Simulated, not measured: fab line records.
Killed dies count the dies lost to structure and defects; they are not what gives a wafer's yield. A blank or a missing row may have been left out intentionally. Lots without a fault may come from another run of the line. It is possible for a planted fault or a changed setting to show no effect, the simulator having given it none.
fab line records ; flow sky130
record: lots: 24; wafers: 72; last_day: 51
route steps=708 shown LDD_P@262 SD_N@354 LI_CONTACT@374 METAL2@483 VIA3@597
lots untouched by any fault: they come from a run of this same line in which no faults occurred
start_h: hours from the record's first day to the start of the lot's first wafer shown ; wait_h: hours from the lot's prior step to this one ; " same as the row above ; L1.1+2: a row that stands for several wafers ; - value missing, or start not given ; * or withheld: withheld ; < > ~ a bound
route shown NAME@n: a module of which the file shows steps, and the number in the route of the first ; usual: mean and standard deviation over wafers with no fault ; same: alike in all rows ; chamber/n: place in a boat ; sites: readings site by site ; _std_site: the standard deviation of these ; _edge_site: the outer-site mean with the inner-site mean subtracted ; radius_mm: how far each site lies from the wafer's centre ; mask NAME#n: copy n ; behind: the last tool/chamber to shape the wafer ; hold: what put the lot on hold/how long, in hours/how the hold closed ; device: whichever transistor did not switch (one of n, p or np) ; end of line: tests run on the same wafers once the route is complete ; for a step that has no rows: nothing shown but its recipe ; killed: at the first sort, the dies lost to defects and structure; wafer yield is something else ; map: a wafer's dies, marking killed ones x, the rest . and places with no die _
set.NAME: the setting the step ran with; set.NAME@STEP: the setting that earlier step ran with ; model.NAME: the simulator's own value behind a step, which no gauge read
one table for each step of the route and one row for each wafer, over a sample of lots
services: the hour from which a tool's chamber was out of use, counted from the record's first day as start_h (under 0 if before that day), plus the number of hours and why
== steps ==
step: SKY_LDD_P_CD_MEAS_07
recipe: target_cd_nm: 380
usual: cd_nm: 380.3/2.5
lot.wafer;tool;chamber;start_h;wait_h;cd_nm
L074.1;cd_sem-01;-;437.50;0.1;383.4
L074.2;cd_sem-01;-;437.50;0.1;381.6
L074.3;cd_sem-01;-;437.50;0.1;379.5
L075.3;cd_sem-02;-;446.49;0.1;382.7
L075.5;cd_sem-02;-;446.49;0.1;382.9
L075.6;cd_sem-02;-;446.49;0.1;380.8
L076.2;cd_sem-01;-;454.81;0.1;378.9
L076.4;cd_sem-01;-;454.81;0.1;378.9
L076.5;cd_sem-01;-;454.81;0.1;379.7
L077.1;cd_sem-02;-;471.14;0.1;382.6
L077.2;cd_sem-02;-;471.14;0.1;380.8
L077.5;cd_sem-02;-;471.14;0.1;383.7
L079.1;cd_sem-01;-;491.75;0.1;379.7
L079.2;cd_sem-01;-;491.75;0.1;374.8
L079.5;cd_sem-01;-;491.75;0.1;379.5
L080.1;cd_sem-02;-;492.01;0.1;380.6
L080.2;cd_sem-02;-;492.01;0.1;383.0
L080.3;cd_sem-02;-;492.01;0.1;382.2
L078.1;cd_sem-01;-;492.91;0.1;379.2
L078.4;cd_sem-01;-;492.91;0.1;380.7
L078.6;cd_sem-01;-;492.91;0.1;378.3
L081.1;cd_sem-01;-;498.75;0.1;382.5
L081.3;cd_sem-01;-;498.75;0.1;381.7
L081.4;cd_sem-01;-;498.75;0.1;383.0
L082.1;cd_sem-02;-;518.05;0.1;382.2
L082.2;cd_sem-02;-;518.05;0.1;382.9
L082.4;cd_sem-02;-;518.05;0.1;381.8
L083.1;cd_sem-02;-;519.91;0.1;379.1
L083.4;cd_sem-02;-;519.91;0.1;380.5
L083.6;cd_sem-02;-;519.91;0.1;377.0
L085.2;cd_sem-02;-;534.83;0.1;379.1
L085.4;cd_sem-02;-;534.83;0.1;379.4
L085.5;cd_sem-02;-;534.83;0.1;378.7
L084.1;cd_sem-02;-;534.95;0.1;382.7
L084.3;cd_sem-02;-;534.95;0.1;381.7
L084.4;cd_sem-02;-;534.95;0.1;381.6
L086.2;cd_sem-01;-;540.38;0.1;374.5
L086.4;cd_sem-01;-;540.38;0.1;379.3
L086.5;cd_sem-01;-;540.38;0.1;376.8
L087.4;cd_sem-02;-;550.41;0.1;380.1
L087.5;cd_sem-02;-;550.41;0.1;377.6
L087.6;cd_sem-02;-;550.41;0.1;376.3
L088.1;cd_sem-02;-;559.69;0.1;379.6
L088.5;cd_sem-02;-;559.69;0.1;381.1
L088.6;cd_sem-02;-;559.69;0.1;379.9
L089.1;cd_sem-02;-;569.80;0.1;379.3
L089.5;cd_sem-02;-;569.80;0.1;377.0
L089.6;cd_sem-02;-;569.80;0.1;378.1
L090.2;cd_sem-01;-;579.91;0.1;381.5
L090.3;cd_sem-01;-;579.91;0.1;381.1
L090.4;cd_sem-01;-;579.91;0.1;380.0
L092.3;cd_sem-01;-;597.09;0.1;383.2
L092.5;cd_sem-01;-;597.09;0.1;381.7
L092.6;cd_sem-01;-;597.09;0.1;382.1
L091.1;cd_sem-02;-;599.40;0.1;382.5
L091.2;cd_sem-02;-;599.40;0.1;384.8
L091.4;cd_sem-02;-;599.40;0.1;382.9
L093.1;cd_sem-01;-;605.26;0.1;382.6
L093.5;cd_sem-01;-;605.26;0.1;381.8
L093.6;cd_sem-01;-;605.26;0.1;382.2
L094.1;cd_sem-02;-;612.96;0.1;377.1
L094.2;cd_sem-02;-;612.96;0.1;376.4
L094.6;cd_sem-02;-;612.96;0.1;378.6
L096.1;cd_sem-02;-;625.84;0.1;383.5
L096.3;cd_sem-02;-;625.84;0.1;382.3
L096.4;cd_sem-02;-;625.84;0.1;380.9
L095.1;cd_sem-01;-;630.25;0.1;381.7
L095.2;cd_sem-01;-;630.25;0.1;378.5
L095.4;cd_sem-01;-;630.25;0.1;378.4
L097.1;cd_sem-01;-;644.84;0.1;374.8
L097.5;cd_sem-01;-;644.84;0.1;373.2
L097.6;cd_sem-01;-;644.84;0.1;374.3
step: SKY_SD_N_TW_MEAS_12
usual: SD_N_TW: 3980/35
lot.wafer;tool;chamber;start_h;wait_h;SD_N_TW
L074.1;film_metro-04;-;651.61;0.1;3964
L074.2;film_metro-04;-;651.61;0.1;3964
L074.3;film_metro-04;-;651.61;0.1;3973
L075.3;film_metro-03;-;663.96;0.1;3993
L075.5;film_metro-03;-;663.96;0.1;4011
L075.6;film_metro-03;-;663.96;0.1;3994
L076.2;film_metro-01;-;667.97;0.1;3981
L076.4;film_metro-01;-;667.97;0.1;3998
L076.5;film_metro-01;-;667.97;0.1;4006
L077.1;film_metro-04;-;683.86;0.1;3939
L077.2;film_metro-04;-;683.86;0.1;3943
L077.5;film_metro-04;-;683.86;0.1;3932
L079.1;film_metro-04;-;704.36;0.1;3939
L079.2;film_metro-04;-;704.36;0.1;3923
L079.5;film_metro-04;-;704.36;0.1;3920
L080.1;film_metro-04;-;704.96;0.1;3926
L080.2;film_metro-04;-;704.96;0.1;3920
L080.3;film_metro-04;-;704.96;0.1;3932
L078.1;film_metro-04;-;705.21;0.1;3924
L078.4;film_metro-04;-;705.21;0.1;3939
L078.6;film_metro-04;-;705.21;0.1;3941
L081.1;film_metro-03;-;707.71;0.1;3965
L081.3;film_metro-03;-;707.71;0.1;3997
L081.4;film_metro-03;-;707.71;0.1;3963
L082.1;film_metro-03;-;728.26;0.1;4003
L082.2;film_metro-03;-;728.26;0.1;4042
L082.4;film_metro-03;-;728.26;0.1;4013
L083.1;film_metro-03;-;731.31;0.1;4041
L083.4;film_metro-03;-;731.31;0.1;4039
L083.6;film_metro-03;-;731.31;0.1;4028
L085.2;film_metro-01;-;739.87;0.1;4004
L085.4;film_metro-01;-;739.87;0.1;3992
L085.5;film_metro-01;-;739.87;0.1;3961
L084.1;film_metro-03;-;744.16;0.1;4031
L084.3;film_metro-03;-;744.16;0.1;3999
L084.4;film_metro-03;-;744.16;0.1;3999
L086.2;film_metro-04;-;747.57;0.1;3984
L086.4;film_metro-04;-;747.57;0.1;3956
L086.5;film_metro-04;-;747.57;0.1;3979
L087.4;film_metro-04;-;758.74;0.1;3963
L087.5;film_metro-04;-;758.74;0.1;3953
L087.6;film_metro-04;-;758.74;0.1;3951
L088.1;film_metro-03;-;764.76;0.1;4017
L088.5;film_metro-03;-;764.76;0.1;4032
L088.6;film_metro-03;-;764.76;0.1;3991
L089.1;film_metro-03;-;774.71;0.1;3988
L089.5;film_metro-03;-;774.71;0.1;4017
L089.6;film_metro-03;-;774.71;0.1;3978
L090.2;film_metro-04;-;783.22;0.1;3916
L090.3;film_metro-04;-;783.22;0.1;3915
L090.4;film_metro-04;-;783.22;0.1;3899
L092.3;film_metro-03;-;798.83;0.1;4003
L092.5;film_metro-03;-;798.83;0.1;4008
L092.6;film_metro-03;-;798.83;0.1;4016
L091.1;film_metro-03;-;802.91;0.1;4009
L091.2;film_metro-03;-;802.91;0.1;4023
L091.4;film_metro-03;-;802.91;0.1;4001
L093.1;film_metro-04;-;803.96;0.1;3966
L093.5;film_metro-04;-;803.96;0.1;3942
L093.6;film_metro-04;-;803.96;0.1;3943
L094.1;film_metro-03;-;814.71;0.1;4011
L094.2;film_metro-03;-;814.71;0.1;4002
L094.6;film_metro-03;-;814.71;0.1;4001
L096.1;film_metro-03;-;822.02;0.1;3988
L096.3;film_metro-03;-;822.02;0.1;4005
L096.4;film_metro-03;-;822.02;0.1;3991
L095.1;film_metro-01;-;829.01;0.1;4001
L095.2;film_metro-01;-;829.01;0.1;3979
L095.4;film_metro-01;-;829.01;0.1;3965
L097.1;film_metro-04;-;843.06;0.1;3933
L097.5;film_metro-04;-;843.06;0.1;3936
L097.6;film_metro-04;-;843.06;0.1;3959
step: SKY_LI_CONTACT_CD_MEAS_12
recipe: target_cd_nm: 170
usual: cd_nm: 170.0/1.4
lot.wafer;tool;chamber;start_h;wait_h;cd_nm
L074.1;cd_sem-02;-;680.85;-;170.2
L074.2;cd_sem-02;-;680.85;-;170.7
L074.3;cd_sem-02;-;680.85;-;168.9
L075.3;cd_sem-02;-;693.25;-;168.6
L075.5;cd_sem-02;-;693.25;-;168.9
L075.6;cd_sem-02;-;693.25;-;169.6
L076.2;cd_sem-02;-;697.46;-;168.8
L076.4;cd_sem-02;-;697.46;-;168.3
L076.5;cd_sem-02;-;697.46;-;170.7
L077.1;cd_sem-01;-;713.00;-;172.2
L077.2;cd_sem-01;-;713.00;-;171.8
L077.5;cd_sem-01;-;713.00;-;171.1
L079.1;cd_sem-02;-;733.79;-;170.2
L079.2;cd_sem-02;-;733.79;-;170.2
L079.5;cd_sem-02;-;733.79;-;171.0
L080.1;cd_sem-01;-;733.81;-;170.5
L080.2;cd_sem-01;-;733.81;-;171.9
L080.3;cd_sem-01;-;733.81;-;171.1
L078.1;cd_sem-01;-;734.74;-;169.9
L078.4;cd_sem-01;-;734.74;-;171.5
L078.6;cd_sem-01;-;734.74;-;170.4
L081.1;cd_sem-02;-;737.15;-;171.3
L081.3;cd_sem-02;-;737.15;-;171.6
L081.4;cd_sem-02;-;737.15;-;171.3
L082.1;cd_sem-02;-;756.91;-;168.7
L082.2;cd_sem-02;-;756.91;-;169.8
L082.4;cd_sem-02;-;756.91;-;169.8
L083.1;cd_sem-01;-;761.15;-;168.1
L083.4;cd_sem-01;-;761.15;-;167.6
L083.6;cd_sem-01;-;761.15;-;168.4
L085.2;cd_sem-02;-;768.63;-;169.4
L085.4;cd_sem-02;-;768.63;-;170.9
L085.5;cd_sem-02;-;768.63;-;171.8
L084.1;cd_sem-02;-;773.10;-;170.6
L084.3;cd_sem-02;-;773.10;-;170.4
L084.4;cd_sem-02;-;773.10;-;170.9
L086.2;cd_sem-02;-;776.48;-;168.8
L086.4;cd_sem-02;-;776.48;-;169.0
L086.5;cd_sem-02;-;776.48;-;169.4
L087.4;cd_sem-02;-;786.71;-;168.4
L087.5;cd_sem-02;-;786.71;-;167.9
L087.6;cd_sem-02;-;786.71;-;167.0
L088.1;cd_sem-01;-;793.06;-;170.4
L088.5;cd_sem-01;-;793.06;-;169.0
L088.6;cd_sem-01;-;793.06;-;170.6
L089.1;cd_sem-02;-;802.81;-;168.8
L089.5;cd_sem-02;-;802.81;-;168.8
L089.6;cd_sem-02;-;802.81;-;168.0
L090.2;cd_sem-01;-;810.66;-;170.4
L090.3;cd_sem-01;-;810.66;-;171.7
L090.4;cd_sem-01;-;810.66;-;170.1
L092.3;cd_sem-02;-;826.79;-;168.9
L092.5;cd_sem-02;-;826.79;-;168.5
L092.6;cd_sem-02;-;826.79;-;168.7
L091.1;cd_sem-01;-;830.91;-;169.8
L091.2;cd_sem-01;-;830.91;-;168.9
L091.4;cd_sem-01;-;830.91;-;170.3
L093.1;cd_sem-02;-;832.04;-;173.8
L093.5;cd_sem-02;-;832.04;-;171.9
L093.6;cd_sem-02;-;832.04;-;172.5
L094.1;cd_sem-01;-;842.85;-;169.6
L094.2;cd_sem-01;-;842.85;-;172.2
L094.6;cd_sem-01;-;842.85;-;171.4
L096.1;cd_sem-01;-;849.54;-;171.4
L096.3;cd_sem-01;-;849.54;-;171.9
L096.4;cd_sem-01;-;849.54;-;170.8
L095.1;cd_sem-01;-;856.86;-;170.1
L095.2;cd_sem-01;-;856.86;-;170.2
L095.4;cd_sem-01;-;856.86;-;169.4
L097.1;cd_sem-01;-;870.84;-;169.8
L097.5;cd_sem-01;-;870.84;-;167.9
L097.6;cd_sem-01;-;870.84;-;168.6
step: SKY_LI_CONTACT_ETCH_14
recipe: chemistry: N2/H2; target: BARC; ion_energy_ev: 200; source_w: 500; bias_w: 100; pressure_mtorr: 30; n2_flow_sccm: 100; h2_flow_sccm: 200; stop_on: SiO2; time_s: 45.9; target_depth_a: 600
usual: bias_w: 100.01/0.29; drypump_motor_current_A: 5.7/0.44; oes_product_au: 0.854/0.0047; throttle_valve_pct: 13.224/0.009
lot.wafer;tool;chamber;start_h;wait_h;bias_w;drypump_motor_current_A;oes_product_au;rf_hours_counter_h;throttle_valve_pct
L074.1;rie_diel-04;2;681.01;0.0;100.58;6.4;0.853;31;13.233
L074.2;rie_diel-04;1;681.01;0.0;99.78;6.3;0.858;3;13.208
L074.3;rie_diel-04;3;681.01;0.0;99.78;6.0;0.851;12;13.236
L075.3;rie_diel-01;1;693.36;0.0;99.82;5.5;0.852;20;13.215
L075.5;rie_diel-01;0;693.36;0.0;99.66;5.7;0.854;-;13.222
L075.6;rie_diel-01;3;693.36;0.0;99.59;5.5;0.855;-;13.230
L076.2;rie_diel-01;2;697.60;0.0;100.26;5.4;0.854;4;13.220
L076.4;rie_diel-01;1;697.60;0.0;100.01;5.5;0.848;20;13.202
L076.5;rie_diel-01;1;697.60;0.0;99.62;5.5;0.853;-;13.229
L077.1;rie_diel-01;0;713.16;0.0;100.35;5.7;0.852;35;13.236
L077.2;rie_diel-01;3;713.16;0.0;100.19;5.5;0.860;13;13.203
L077.5;rie_diel-01;3;713.16;0.0;99.88;5.5;0.855;-;13.228
L079.1;rie_diel-03;2;733.95;0.0;99.92;6.3;0.854;5;13.225
L079.2;rie_diel-03;3;733.95;0.0;100.35;5.0;0.852;6;13.229
L079.5;rie_diel-03;3;733.95;0.0;100.27;5.0;0.847;-;13.239
L080.1;rie_diel-04;2;733.96;0.0;100.22;6.4;0.845;32;13.216
L080.2;rie_diel-04;1;733.96;0.0;100.21;6.3;0.855;4;13.225
L080.3;rie_diel-04;0;733.96;0.0;99.75;4.8;0.852;5;13.217
L078.1;rie_diel-01;0;734.90;0.0;100.15;5.7;0.858;35;13.221
L078.4;rie_diel-01;2;734.90;0.0;100.32;5.4;0.853;6;13.234
L078.6;rie_diel-01;2;734.90;0.0;99.90;5.4;0.853;-;13.238
L081.1;rie_diel-03;3;737.31;0.0;100.53;5.0;0.854;7;13.236
L081.3;rie_diel-03;2;737.31;0.0;100.12;6.3;0.850;5;13.234
L081.4;rie_diel-03;0;737.31;0.0;99.72;6.1;0.858;9;13.230
L082.1;rie_diel-04;3;757.06;0.0;100.11;6.0;0.855;13;13.223
L082.2;rie_diel-04;0;757.06;0.0;99.87;4.8;0.851;5;13.225
L082.4;rie_diel-04;1;757.06;0.0;100.21;6.3;0.856;5;13.224
L083.1;rie_diel-01;3;761.31;0.0;99.82;5.5;0.862;14;13.235
L083.4;rie_diel-01;2;761.31;0.0;98.95;5.4;0.860;6;13.222
L083.6;rie_diel-01;2;761.31;0.0;99.72;5.4;0.852;-;13.223
L085.2;rie_diel-01;3;768.76;0.0;99.95;5.5;0.858;14;13.223
L085.4;rie_diel-01;0;768.76;0.0;99.53;5.7;0.855;-;13.230
L085.5;rie_diel-01;2;768.76;0.0;100.05;5.4;0.860;-;13.245
L084.1;rie_diel-03;1;773.26;0.0;100.53;5.8;0.850;7;13.223
L084.3;rie_diel-03;2;773.26;0.0;100.09;6.3;0.862;6;13.220
L084.4;rie_diel-03;3;773.26;0.0;100.20;5.0;0.851;7;13.234
L086.2;rie_diel-01;1;776.61;0.0;99.84;5.5;0.862;22;13.210
L086.4;rie_diel-01;2;776.61;0.0;99.75;5.4;0.855;7;13.234
L086.5;rie_diel-01;3;776.61;0.0;100.02;5.5;0.859;-;13.222
L087.4;rie_diel-01;3;786.81;0.0;99.71;5.5;0.851;15;13.230
L087.5;rie_diel-01;2;786.81;0.0;99.37;5.4;0.857;-;13.221
L087.6;rie_diel-01;3;786.81;0.0;99.80;5.5;0.864;-;13.231
L088.1;rie_diel-03;2;793.21;0.0;99.77;6.3;0.856;6;13.205
L088.5;rie_diel-03;1;793.21;0.0;99.85;5.8;0.850;-;13.232
L088.6;rie_diel-03;2;793.21;0.0;99.94;6.2;0.858;-;13.223
L089.1;rie_diel-01;2;802.96;0.0;99.76;5.4;0.855;8;13.216
L089.5;rie_diel-01;3;802.96;0.0;99.86;5.5;0.857;-;13.217
L089.6;rie_diel-01;2;802.96;0.0;99.50;5.4;0.864;-;13.222
L090.2;rie_diel-01;3;810.80;0.0;99.39;5.5;0.854;16;13.229
L090.3;rie_diel-01;1;810.80;0.0;100.09;5.5;0.855;24;13.222
L090.4;rie_diel-01;1;810.80;0.0;99.88;5.5;0.853;-;13.227
L092.3;rie_diel-03;0;826.91;0.0;100.15;6.1;0.850;11;13.221
L092.5;rie_diel-03;3;826.91;0.0;100.16;5.0;0.846;-;13.227
L092.6;rie_diel-03;0;826.91;0.0;100.34;6.1;0.851;-;13.229
L091.1;rie_diel-03;2;831.06;0.0;99.97;6.3;0.847;8;13.228
L091.2;rie_diel-03;0;831.06;0.0;99.90;6.1;0.851;12;13.233
L091.4;rie_diel-03;3;831.06;0.0;99.65;5.0;0.846;-;13.233
L093.1;rie_diel-04;2;832.20;0.0;100.03;6.4;0.848;0;13.217
L093.5;rie_diel-04;0;832.20;0.0;100.32;4.8;0.850;-;13.205
L093.6;rie_diel-04;1;832.20;0.0;99.90;6.2;0.851;-;13.215
L094.1;rie_diel-03;3;843.01;0.0;100.03;5.0;0.850;10;13.207
L094.2;rie_diel-03;1;843.01;0.0;100.24;5.8;0.854;9;13.216
L094.6;rie_diel-03;3;843.01;0.0;100.57;5.0;0.856;-;13.224
L096.1;rie_diel-03;0;849.70;0.0;100.30;6.1;0.853;13;13.220
L096.3;rie_diel-03;2;849.70;0.0;99.63;6.3;0.859;9;13.216
L096.4;rie_diel-03;2;849.70;0.0;99.95;6.3;0.859;-;13.230
L095.1;rie_diel-01;1;857.01;0.0;99.25;5.5;0.852;25;13.225
L095.2;rie_diel-01;0;857.01;0.0;99.96;5.8;0.849;1;13.211
L095.4;rie_diel-01;2;857.01;0.0;99.54;5.4;0.856;10;13.212
L097.1;rie_diel-03;3;871.00;0.0;100.02;5.0;0.855;10;13.213
L097.5;rie_diel-03;1;871.00;0.0;100.38;5.8;0.856;-;13.240
L097.6;rie_diel-03;2;871.00;0.0;100.39;6.3;0.856;-;13.220
step: SKY_METAL2_SPUTTER_00
recipe: material: Ti; target_thk_nm: 15; power_w: 3000; time_s: 10; chamber_pressure_pa: 0.4
usual: throttle_valve_pct: 29.9/1.2
lot.wafer;tool;chamber;start_h;wait_h;throttle_valve_pct
L074.1;pvd_sputter-02;-;800.86;0.2;29.1
L074.2;pvd_sputter-02;-;800.86;0.2;29.8
L074.3;pvd_sputter-02;-;800.86;0.2;31.6
L075.3;pvd_sputter-02;-;810.56;0.2;29.2
L075.5;pvd_sputter-02;-;810.56;0.2;31.3
L075.6;pvd_sputter-02;-;810.56;0.2;30.1
L076.2;pvd_sputter-02;-;815.01;0.1;30.2
L076.4;pvd_sputter-02;-;815.01;0.1;29.3
L076.5;pvd_sputter-02;-;815.01;0.1;30.1
L077.1;pvd_sputter-02;-;829.91;0.2;27.3
L077.2;pvd_sputter-02;-;829.91;0.2;29.9
L077.5;pvd_sputter-02;-;829.91;0.2;27.2
L079.1;pvd_sputter-03;-;850.08;0.1;31.3
L079.2;pvd_sputter-03;-;850.08;0.1;30.2
L079.5;pvd_sputter-03;-;850.08;0.1;28.6
L080.1;pvd_sputter-02;-;850.31;0.1;27.5
L080.2;pvd_sputter-02;-;850.31;0.1;31.3
L080.3;pvd_sputter-02;-;850.31;0.1;30.0
L078.1;pvd_sputter-03;-;850.66;0.2;29.8
L078.4;pvd_sputter-03;-;850.66;0.2;28.6
L078.6;pvd_sputter-03;-;850.66;0.2;30.4
L081.1;pvd_sputter-03;-;853.08;0.2;30.2
L081.3;pvd_sputter-03;-;853.08;0.2;29.9
L081.4;pvd_sputter-03;-;853.08;0.2;28.7
L082.1;pvd_sputter-04;-;872.85;0.1;29.7
L082.2;pvd_sputter-04;-;872.85;0.1;30.4
L082.4;pvd_sputter-04;-;872.85;0.1;30.6
L083.1;pvd_sputter-04;-;876.09;0.1;30.0
L083.4;pvd_sputter-04;-;876.09;0.1;30.2
L083.6;pvd_sputter-04;-;876.09;0.1;30.6
L085.2;pvd_sputter-03;-;881.82;0.1;30.0
L085.4;pvd_sputter-03;-;881.82;0.1;31.6
L085.5;pvd_sputter-03;-;881.82;0.1;29.7
L084.1;pvd_sputter-02;-;887.42;0.2;27.4
L084.3;pvd_sputter-02;-;887.42;0.2;29.2
L084.4;pvd_sputter-02;-;887.42;0.2;31.5
L086.2;pvd_sputter-04;-;891.28;0.1;30.5
L086.4;pvd_sputter-04;-;891.28;0.1;30.5
L086.5;pvd_sputter-04;-;891.28;0.1;31.0
L087.4;pvd_sputter-03;-;901.19;0.1;30.0
L087.5;pvd_sputter-03;-;901.19;0.1;29.8
L087.6;pvd_sputter-03;-;901.19;0.1;28.3
L088.1;pvd_sputter-03;-;906.99;0.1;28.4
L088.5;pvd_sputter-03;-;906.99;0.1;31.5
L088.6;pvd_sputter-03;-;906.99;0.1;30.3
L089.1;pvd_sputter-04;-;916.23;0.1;30.3
L089.5;pvd_sputter-04;-;916.23;0.1;30.5
L089.6;pvd_sputter-04;-;916.23;0.1;29.9
L090.2;pvd_sputter-03;-;922.40;0.2;28.7
L090.3;pvd_sputter-03;-;922.40;0.2;30.3
L090.4;pvd_sputter-03;-;922.40;0.2;31.4
L092.3;pvd_sputter-03;-;938.58;0.2;28.4
L092.5;pvd_sputter-03;-;938.58;0.2;30.0
L092.6;pvd_sputter-03;-;938.58;0.2;31.5
L091.1;pvd_sputter-02;-;941.87;0.2;27.3
L091.2;pvd_sputter-02;-;941.87;0.2;29.6
L091.4;pvd_sputter-02;-;941.87;0.2;31.7
L093.1;pvd_sputter-02;-;943.47;0.2;27.4
L093.5;pvd_sputter-02;-;943.47;0.2;27.4
L093.6;pvd_sputter-02;-;943.47;0.2;29.5
L094.1;pvd_sputter-04;-;952.87;0.2;30.5
L094.2;pvd_sputter-04;-;952.87;0.2;28.8
L094.6;pvd_sputter-04;-;952.87;0.2;29.6
L096.1;pvd_sputter-02;-;959.82;0.2;31.4
L096.3;pvd_sputter-02;-;959.82;0.2;30.5
L096.4;pvd_sputter-02;-;959.82;0.2;29.5
L095.1;pvd_sputter-04;-;965.81;0.1;29.6
L095.2;pvd_sputter-04;-;965.81;0.1;30.8
L095.4;pvd_sputter-04;-;965.81;0.1;28.8
L097.1;pvd_sputter-03;-;978.80;0.2;31.4
L097.5;pvd_sputter-03;-;978.80;0.2;30.3
L097.6;pvd_sputter-03;-;978.80;0.2;31.5
step: SKY_VIA3_CMP_24
recipe: stop_on: SiO2; t_overpolish_s: 20; down_force_psi: 3.5; platen_rpm: 60.76; target_thk_nm: 0; pad_velocity_m_s: 0.94248
usual: motor_current_A: 10.3/1.1; overpolish_run_s: 19.999/0.0095; retaining_ring_pressure_frac: 1.000/0.0051; time_to_endpoint_s: 94/4.5
lot.wafer;tool;chamber;start_h;wait_h;motor_current_A;overpolish_run_s;retaining_ring_pressure_frac;time_to_endpoint_s
L074.1;cmp-01;2;938.19;0.2;9.3;19.988;1.003;96
L074.2;cmp-01;3;938.19;0.2;8.6;20.008;1.002;94
L074.3;cmp-01;0;938.19;0.2;11.6;20.005;1.001;100
L075.3;cmp-02;3;946.85;0.2;11.0;20.010;1.002;95
L075.6;cmp-02;0;946.85;0.2;11.2;19.979;1.001;99
L075.5;cmp-02;1;946.85;0.2;10.7;20.004;1.005;95
L076.2;cmp-01;2;950.92;0.2;9.2;20.029;0.999;92
L076.4;cmp-01;0;950.92;0.2;11.1;19.983;0.995;97
L076.5;cmp-01;3;950.92;0.2;8.4;19.995;0.994;99
L077.1;cmp-02;0;964.61;0.1;10.6;19.999;1.001;97
L077.2;cmp-02;2;964.61;0.1;12.2;19.998;1.004;91
L077.5;cmp-02;0;964.61;0.1;10.8;19.988;0.997;98
L079.2;cmp-01;2;981.86;0.0;9.4;20.000;1.003;87
L079.1;cmp-01;3;981.86;0.0;8.8;20.009;1.002;95
L079.5;cmp-01;3;981.86;0.0;8.9;20.004;1.007;89
L080.2;cmp-02;1;982.83;0.1;10.8;20.011;1.002;98
L080.1;cmp-02;2;982.83;0.1;11.7;20.013;0.998;87
L080.3;cmp-02;3;982.83;0.1;11.2;20.004;1.005;93
L078.1;cmp-02;3;983.67;0.1;11.4;19.984;0.996;90
L078.4;cmp-02;0;983.67;0.1;10.9;20.005;1.002;94
L078.6;cmp-02;3;983.67;0.1;11.1;19.996;0.995;90
L081.1;cmp-01;1;986.26;0.1;9.6;20.015;1.002;92
L081.3;cmp-01;2;986.26;0.1;9.3;20.014;0.997;97
L081.4;cmp-01;3;986.26;0.1;8.9;19.993;0.994;95
L082.4;cmp-01;0;1004.82;0.1;10.6;20.003;0.998;98
L082.2;cmp-01;1;1004.82;0.1;9.2;19.996;0.992;94
L082.1;cmp-01;2;1004.82;0.1;9.6;19.999;0.995;94
L083.4;cmp-01;3;1006.95;0.1;8.6;19.997;0.996;93
L083.1;cmp-01;1;1006.95;0.1;9.4;20.005;0.994;88
L083.6;cmp-01;3;1006.95;0.1;8.9;19.992;1.005;91
L085.4;cmp-01;1;1012.15;0.0;9.4;19.995;0.993;93
L085.2;cmp-01;3;1012.15;0.0;8.6;20.006;1.006;92
L085.5;cmp-01;2;1012.15;0.0;9.8;20.000;1.004;91
L084.1;cmp-01;0;1017.96;0.1;11.5;20.009;1.001;95
L084.3;cmp-01;2;1017.96;0.1;9.7;19.994;0.999;95
L084.4;cmp-01;3;1017.96;0.1;8.5;19.998;1.003;95
L086.4;cmp-02;0;1022.22;0.0;11.2;19.989;0.991;96
L086.2;cmp-02;3;1022.22;0.0;10.7;20.011;1.001;93
L086.5;cmp-02;0;1022.22;0.0;10.4;20.000;0.991;99
L087.4;cmp-02;0;1030.50;0.0;11.2;19.997;1.004;98
L087.6;cmp-02;0;1030.50;0.0;10.7;20.004;1.007;105
L087.5;cmp-02;1;1030.50;0.0;10.7;20.008;1.008;99
L088.1;cmp-01;0;1034.16;0.2;11.3;19.991;1.004;97
L088.5;cmp-01;1;1034.16;0.2;9.2;19.996;1.006;94
L088.6;cmp-01;2;1034.16;0.2;9.5;19.999;1.000;96
L089.1;cmp-01;1;1043.52;0.1;9.4;20.006;1.007;93
L089.6;cmp-01;1;1043.52;0.1;9.1;20.002;1.001;91
L089.5;cmp-01;2;1043.52;0.1;9.7;20.013;0.993;91
L090.2;cmp-01;2;1049.46;0.0;9.7;20.021;1.000;90
L090.3;cmp-01;0;1049.46;0.0;11.7;20.005;0.999;94
L090.4;cmp-01;1;1049.46;0.0;10.0;20.012;0.993;92
L092.3;cmp-02;3;1061.99;0.3;11.2;20.000;0.989;97
L092.6;cmp-02;0;1061.99;0.3;11.0;19.995;1.006;99
L092.5;cmp-02;1;1061.99;0.3;10.5;20.011;1.010;103
L091.1;cmp-02;0;1067.52;0.1;11.1;19.998;1.000;101
L091.2;cmp-02;1;1067.52;0.1;11.0;19.993;1.000;104
L091.4;cmp-02;2;1067.52;0.1;12.2;20.011;1.003;96
L093.1;cmp-02;2;1067.95;0.2;12.1;19.996;0.999;88
L093.6;cmp-02;3;1067.95;0.2;10.9;19.993;0.994;94
L093.5;cmp-02;0;1067.95;0.2;10.5;19.993;0.996;97
L094.2;cmp-01;0;1075.27;0.1;11.5;19.991;0.997;92
L094.1;cmp-01;1;1075.27;0.1;9.5;20.003;1.003;93
L094.6;cmp-01;3;1075.27;0.1;8.7;20.003;0.994;90
L096.1;cmp-02;3;1082.78;0.1;10.8;20.011;1.010;105
L096.4;cmp-02;0;1082.78;0.1;10.5;20.001;0.999;105
L096.3;cmp-02;2;1082.78;0.1;11.3;19.992;1.002;95
L095.4;cmp-01;0;1087.05;0.3;11.0;19.996;1.000;94
L095.1;cmp-01;2;1087.05;0.3;9.4;19.998;0.997;91
L095.2;cmp-01;3;1087.05;0.3;9.0;19.999;1.006;92
L097.1;cmp-01;3;1097.57;0.2;8.7;19.991;1.004;90
L097.6;cmp-01;0;1097.57;0.2;11.7;19.984;0.995;89
L097.5;cmp-01;1;1097.57;0.2;9.6;19.992;0.992;91
== services ==
tool;chamber;start_h;hours;kind
cmp-01;-;697.91;1.0;repair
rie_diel-01;3;700.66;9.5;repair
cmp-01;-;718.55;5.0;pm
cmp-02;-;744.14;4.0;pm
rie_diel-01;1;768.08;6.9;repair
rie_diel-01;3;771.41;4.1;repair
cmp-01;-;813.30;3.9;pm
rie_diel-01;-;816.11;1.1;repair
cmp-01;-;817.84;1.2;repair
cmp-02;-;829.48;1.1;repair
rie_diel-01;0;865.99;36.1;repair
rie_diel-01;-;879.33;0.6;repair
cmp-01;-;888.20;1.5;repair
cmp-01;-;912.00;4.0;pm
cmp-01;-;925.65;1.7;repair
cmp-02;-;942.63;1.1;repair
cmp-01;-;961.96;13.2;repair
rie_diel-01;-;969.94;0.6;repair
rie_diel-01;-;971.82;0.6;repair
cmp-01;-;972.55;0.5;repair
rie_diel-01;2;1033.71;3.0;repair
cmp-01;-;1052.02;17.4;pm
rie_diel-01;2;1082.61;12.5;repair
cmp-01;-;1088.25;4.5;pm
== key ==
fault none
